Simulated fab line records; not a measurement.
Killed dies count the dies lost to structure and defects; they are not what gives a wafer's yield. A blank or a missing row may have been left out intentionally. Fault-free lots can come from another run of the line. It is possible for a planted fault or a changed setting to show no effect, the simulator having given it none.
Tool commonality check + flow gf180mcu + Sampled: 15 lots, 45 wafers

REASON FOR OPENING
GF_DNWELL_TW_MEAS_09, reading DNWELL_TW: flagged on 3 of 15 lots. No-fault wafers: 1356, standard deviation 7.1.
Rule: a lot is flagged in two cases, either no wafer of it has a number, or all its wafers with numbers fall more than 4 standard deviations from that mean. As for the other lots, they are considered sound.

| lot  | measured    | on           | DNWELL_TW, wafer by wafer | flag    |
|------|-------------|--------------|---------------------------|---------|
| L278 | day 2 19:01 | filmMetro-02 | 1361 1369 1366            |         |
| L279 | day 2 23:56 | filmMetro-04 | 1362 1368 1364            |         |
| L284 | day 4 02:11 | filmMetro-01 | 1363 1365 1359            |         |
| L285 | day 4 08:53 | filmMetro-02 | 1346 1348 1347            |         |
| L286 | day 4 18:40 | filmMetro-02 | 1356 1364 1362            |         |
| L292 | day 6 04:20 | filmMetro-01 | 31 30 31                  | FLAGGED |
| L294 | day 6 12:07 | filmMetro-02 | 31 31 31                  | FLAGGED |
| L293 | day 6 13:43 | filmMetro-01 | 31 31 31                  | FLAGGED |
| L295 | day 7 01:56 | filmMetro-02 | 1370 1368 1358            |         |
| L296 | day 7 02:04 | filmMetro-01 | 1349 1349 1353            |         |
| L297 | day 7 09:07 | filmMetro-04 | 1357 1351 1358            |         |
| L298 | day 7 09:38 | filmMetro-01 | 1355 1355 1362            |         |
| L300 | day 7 16:23 | filmMetro-04 | 1368 1357 1366            |         |
| L299 | day 7 16:59 | filmMetro-02 | 1363 1358 1360            |         |
| L301 | day 8 04:16 | filmMetro-02 | 1365 1356 1359            |         |
The numbers of the flagged lots are 31 on average: -1325 against the usual, or -99 or more standard deviations.

WHICH TOOL EACH LOT WENT THROUGH
The record keeps 1 process step preceding the reading, out of 602 steps on the route. Each cell gives the tool, then ch followed by the chambers the sampled wafers passed through, then the start.
| lot  | flag    | GF_DNWELL_EXPOSE_04               |
|------|---------|-----------------------------------|
| L278 |         | ilineStepper-01 ch 0, day 2 12:46 |
| L279 |         | ilineStepper-01 ch 0, day 2 17:53 |
| L284 |         | ilineStepper-02 ch 0, day 3 20:22 |
| L285 |         | ilineStepper-02 ch 0, day 4 02:35 |
| L286 |         | ilineStepper-02 ch 0, day 4 12:31 |
| L292 | FLAGGED | ilineStepper-02, day 5 21:39      |
| L294 | FLAGGED | ilineStepper-02, day 6 05:58      |
| L293 | FLAGGED | ilineStepper-01, day 6 06:40      |
| L295 |         | ilineStepper-02 ch 0, day 6 18:43 |
| L296 |         | ilineStepper-01 ch 0, day 6 18:57 |
| L297 |         | ilineStepper-01 ch 0, day 7 01:08 |
| L298 |         | ilineStepper-01 ch 0, day 7 01:20 |
| L300 |         | ilineStepper-01 ch 0, day 7 09:02 |
| L299 |         | ilineStepper-02 ch 0, day 7 09:19 |
| L301 |         | ilineStepper-02 ch 0, day 7 20:19 |
These steps, and what they do:
- GF_DNWELL_EXPOSE_04: exposes mask DNWELL, target cd 1700 nm.
- GF_DNWELL_TW_MEAS_09

FLAGGED OVER TOTAL, TOOL BY TOOL (the gauges that took the reading come last)
| step                 | tool            | lots run | flagged | share of the flagged lots | sound lots run after its first flagged lot |
|----------------------|-----------------|----------|---------|---------------------------|--------------------------------------------|
| GF_DNWELL_EXPOSE_04  | ilineStepper-01 | 7        | 1       | some                      | 4 (L296,L297,L298,L300)                    |
| GF_DNWELL_EXPOSE_04  | ilineStepper-02 | 8        | 2       | some                      | 3 (L295,L299,L301)                         |
| GF_DNWELL_TW_MEAS_09 | filmMetro-01    | 5        | 2       | some                      | 2 (L296,L298)                              |
| GF_DNWELL_TW_MEAS_09 | filmMetro-02    | 7        | 1       | some                      | 3 (L295,L299,L301)                         |
| GF_DNWELL_TW_MEAS_09 | filmMetro-04    | 3        | 0       | none                      | -                                          |

THE TABLE: WHAT IT ALLOWS
No row of the table ran every flagged lot.

WHAT THE SIMULATOR HAD PUT IN
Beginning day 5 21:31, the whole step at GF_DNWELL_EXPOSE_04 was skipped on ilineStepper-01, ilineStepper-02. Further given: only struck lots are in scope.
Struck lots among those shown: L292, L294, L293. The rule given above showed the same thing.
